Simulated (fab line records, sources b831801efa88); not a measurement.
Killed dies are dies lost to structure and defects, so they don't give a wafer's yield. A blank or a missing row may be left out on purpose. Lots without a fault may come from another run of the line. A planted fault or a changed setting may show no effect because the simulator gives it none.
Which tool did it? | flow sky130 | 12 lots, 36 wafers sampled, at 5 steps of a route of 708

WHAT THE GAUGES READ, wafer by wafer
SKY_VT_ADJUST_NCORE_CD_MEAS_07: target cd 380 nm. Usual: cd_nm 379.8 nm, standard deviation 2.9.
lot  | measured     | on        | cd_nm (nm)        | flag
L274 | day 9 02:29  | cd_sem-02 | 380.9 377.2 378.2 |
L276 | day 9 19:44  | cd_sem-02 | 379.7 380.3 381.8 |
L277 | day 10 05:16 | cd_sem-01 | 375.4 375.9 372.8 |
L279 | day 10 12:53 | cd_sem-01 | 379.0 377.3 375.1 |
L283 | day 11 18:04 | cd_sem-02 | 386.3 386.0 385.3 |
L284 | day 11 23:11 | cd_sem-01 | 382.3 382.0 382.9 |
L290 | day 13 17:12 | cd_sem-02 | 379.4 379.0 382.3 |
L292 | day 14 02:56 | cd_sem-02 | 378.8 381.2 379.3 |
L293 | day 14 13:32 | cd_sem-02 | 376.4 377.8 377.4 |
L294 | day 14 18:07 | cd_sem-01 | 384.3 382.1 383.7 |
L296 | day 15 11:55 | cd_sem-02 | 376.2 377.1 379.6 |
L297 | day 15 23:13 | cd_sem-01 | 382.7 380.8 382.4 |

SKY_VT_ADJUST_HVTR_CD_MEAS_07: target cd 380 nm. Usual: cd_nm 379.9 nm, standard deviation 2.1.
lot  | measured     | on        | cd_nm (nm)        | flag
L274 | day 10 01:37 | cd_sem-01 | 375.8 378.3 373.0 |
L276 | day 10 19:25 | cd_sem-01 | 377.4 378.3 380.1 |
L277 | day 11 05:04 | cd_sem-01 | 376.9 379.5 376.8 |
L279 | day 11 11:56 | cd_sem-02 | 385.5 384.6 381.3 |
L283 | day 12 19:05 | cd_sem-01 | 382.0 379.3 380.5 |
L284 | day 13 00:40 | cd_sem-02 | 377.6 377.4 376.9 |
L290 | day 14 20:09 | cd_sem-01 | 379.0 380.4 381.1 |
L292 | day 15 06:06 | cd_sem-02 | 380.1 380.6 379.4 |
L293 | day 15 21:55 | cd_sem-02 | 381.5 380.2 377.5 |
L294 | day 15 22:55 | cd_sem-02 | 380.8 378.1 377.7 |
L296 | day 16 16:35 | cd_sem-01 | 381.6 383.0 379.5 |
L297 | day 17 03:56 | cd_sem-01 | 379.4 375.8 380.5 |

SKY_VT_ADJUST_PCH_TW_MEAS_10. Usual: VT_ADJUST_PCH_TW 143.7, standard deviation 1.8.
lot  | measured     | on            | VT_ADJUST_PCH_TW  | flag
L274 | day 11 01:45 | film_metro-02 | 146.2 146.5 147.4 |
L276 | day 11 19:45 | film_metro-02 | 146.3 146.3 146.2 |
L277 | day 12 05:08 | film_metro-01 | 141.5 141.7 141.7 |
L279 | day 12 12:57 | film_metro-01 | 141.4 141.8 141.9 |
L283 | day 13 21:36 | film_metro-01 | 141.8 142.0 141.8 |
L284 | day 14 03:11 | film_metro-02 | 146.4 145.7 144.7 |
L290 | day 16 00:50 | film_metro-02 | 146.0 145.8 146.1 |
L292 | day 16 07:44 | film_metro-02 | 131.9 131.1 131.5 | OFF
L293 | day 17 02:15 | film_metro-02 | 129.8 130.4 129.6 | OFF
L294 | day 17 03:25 | film_metro-04 | 143.3 142.3 143.0 |
L296 | day 17 22:14 | film_metro-02 | 144.7 144.8 144.6 |
L297 | day 18 10:37 | film_metro-02 | 144.8 144.9 145.4 |

WHICH TOOL RAN EACH LOT (tool, then ch and the chambers of the sampled wafers, then the start)
lot  | SKY_NWELL_STRIP_25                   | SKY_VT_ADJUST_PCH_IMPLANT_08
L274 | plasma_asher-01 ch 0, day 5 13:33    | implanter-01 ch 0, day 11 01:31
L276 | plasma_asher-02 ch 0,1, day 6 04:26  | implanter-02 ch 0, day 11 19:30
L277 | plasma_asher-01 ch 0,1, day 6 11:21  | implanter-01 ch 0, day 12 04:53
L279 | plasma_asher-01 ch 0,1, day 6 19:44  | implanter-03 ch 0, day 12 12:43
L283 | plasma_asher-02 ch 0,1, day 7 21:00  | implanter-03 ch 0, day 13 21:21
L284 | plasma_asher-01 ch 0,1, day 8 03:00  | implanter-02 ch 0, day 14 02:56
L290 | plasma_asher-04 ch 0,1, day 9 17:01  | implanter-02 ch 0, day 16 00:38
L292 | plasma_asher-01 ch 0,1, day 10 00:26 | implanter-01 ch 0, day 16 07:32
L293 | plasma_asher-02 ch 0,1, day 10 09:12 | implanter-01 ch 0, day 17 02:00
L294 | plasma_asher-02 ch 0,1, day 10 13:44 | implanter-03 ch 0, day 17 03:11
L296 | plasma_asher-02 ch 0,1, day 11 04:03 | implanter-03 ch 0, day 17 22:00
L297 | plasma_asher-04 ch 0,1, day 11 10:14 | implanter-02 ch 0, day 18 10:23
- SKY_NWELL_STRIP_25: strips in O2/N2.
- SKY_VT_ADJUST_PCH_IMPLANT_08

WHAT THE TOOLS THEMSELVES READ (means of the sampled wafers that have a number; where no wafer has one, the mark that the record gives instead)
SKY_NWELL_STRIP_25. Usual: drypump_motor_current_A 5.77 A, standard deviation 0.15; n2_flow_sccm 300.0 sccm, standard deviation 0.87; oes_product_au 0.722 a.u., standard deviation 0.0047; strip_time_to_endpoint_s 36.94 s, standard deviation 0.097.
lot  | tool            | drypump_motor_current_A (A) | n2_flow_sccm (sccm) | oes_product_au (a.u.) | strip_time_to_endpoint_s (s) | flag
L274 | plasma_asher-01 | 5.57                        | 299.2               | 0.722                 | 36.90                        |
L276 | plasma_asher-02 | 5.84                        | 300.4               | 0.720                 | 36.86                        |
L277 | plasma_asher-01 | 5.63                        | 301.1               | 0.722                 | 36.92                        |
L279 | plasma_asher-01 | 5.63                        | 300.0               | 0.720                 | 36.97                        |
L283 | plasma_asher-02 | 5.78                        | 300.0               | 0.718                 | 36.99                        |
L284 | plasma_asher-01 | 5.71                        | 298.7               | 0.725                 | 37.02                        |
L290 | plasma_asher-04 | 5.95                        | 299.9               | 0.723                 | 36.83                        |
L292 | plasma_asher-01 | 5.67                        | 300.0               | 0.722                 | 36.85                        |
L293 | plasma_asher-02 | 5.80                        | 300.1               | 0.721                 | 36.84                        |
L294 | plasma_asher-02 | 5.89                        | 300.6               | 0.722                 | 36.92                        |
L296 | plasma_asher-02 | 5.88                        | 300.7               | 0.724                 | 36.81                        |
L297 | plasma_asher-04 | 5.85                        | 300.1               | 0.720                 | 36.79                        |

SKY_VT_ADJUST_PCH_IMPLANT_08. Usual: dose_ions_cm2 5.001e+11, standard deviation 5.6e+08; faraday_current_uA 2.82, standard deviation 0.055.
lot  | tool         | dose_ions_cm2 | faraday_current_uA | flag
L274 | implanter-01 | 4.997e+11     | 2.81               |
L276 | implanter-02 | 4.998e+11     | 2.82               |
L277 | implanter-01 | 4.999e+11     | 2.82               |
L279 | implanter-03 | 5.008e+11     | 2.82               |
L283 | implanter-03 | 5.004e+11     | 2.80               |
L284 | implanter-02 | 5.002e+11     | 2.85               |
L290 | implanter-02 | 5.002e+11     | 2.84               |
L292 | implanter-01 | 3.274e+11     | 1.84               | OFF
L293 | implanter-01 | 3.268e+11     | 1.81               | OFF
L294 | implanter-03 | 5.003e+11     | 2.82               |
L296 | implanter-03 | 5.001e+11     | 2.80               |
L297 | implanter-02 | 5.000e+11     | 2.77               |

THE ANSWER, worked out from the rows above alone
Rule: a lot is off if the mean of its wafers that have a number lies more than 3 standard deviations from the usual mean. A lot without any number at a reading at which 4 lots or more have one is off too. The other lots that the step has rows for count as sound. The gauges are gone through in route order, then the tools' own readings, and for those a lot's mean is taken as printed above. The first step at which some lot is off is used, and at that step the reading that is off furthest; a lot without a number counts as furthest.
Off: L292, L293, at SKY_VT_ADJUST_PCH_TW_MEAS_10 (VT_ADJUST_PCH_TW).
A tool fits if, at a process step before that reading, it ran every lot that is off, and no sound lot after the first of them. The gauges at SKY_VT_ADJUST_PCH_TW_MEAS_10 aren't tried: what is off there is off at SKY_VT_ADJUST_PCH_IMPLANT_08 too, on other tools, and a gauge's error can't cause that. One fits: implanter-01 at SKY_VT_ADJUST_PCH_IMPLANT_08. Its last sound lot is L277 (day 12 04:53), its first lot that is off L292 (day 16 07:32): a fault that began between those two fits.
The tool's own readings at SKY_VT_ADJUST_PCH_IMPLANT_08 bear it out: on the lots that are off they differ by more than 5 times the standard deviation of the sound lots' means. dose_ions_cm2 reads 3.271e+11 there against 5.001e+11 on the sound lots; faraday_current_uA reads 1.83 there against 2.81 on the sound lots.

WHAT THE SIMULATOR HAD PUT IN
Process parameter drift: implanter-01, from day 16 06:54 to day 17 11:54, at SKY_VT_ADJUST_PCH_IMPLANT_08. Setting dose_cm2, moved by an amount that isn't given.
Lots struck among those shown: L292, L293. The rule above found the same.
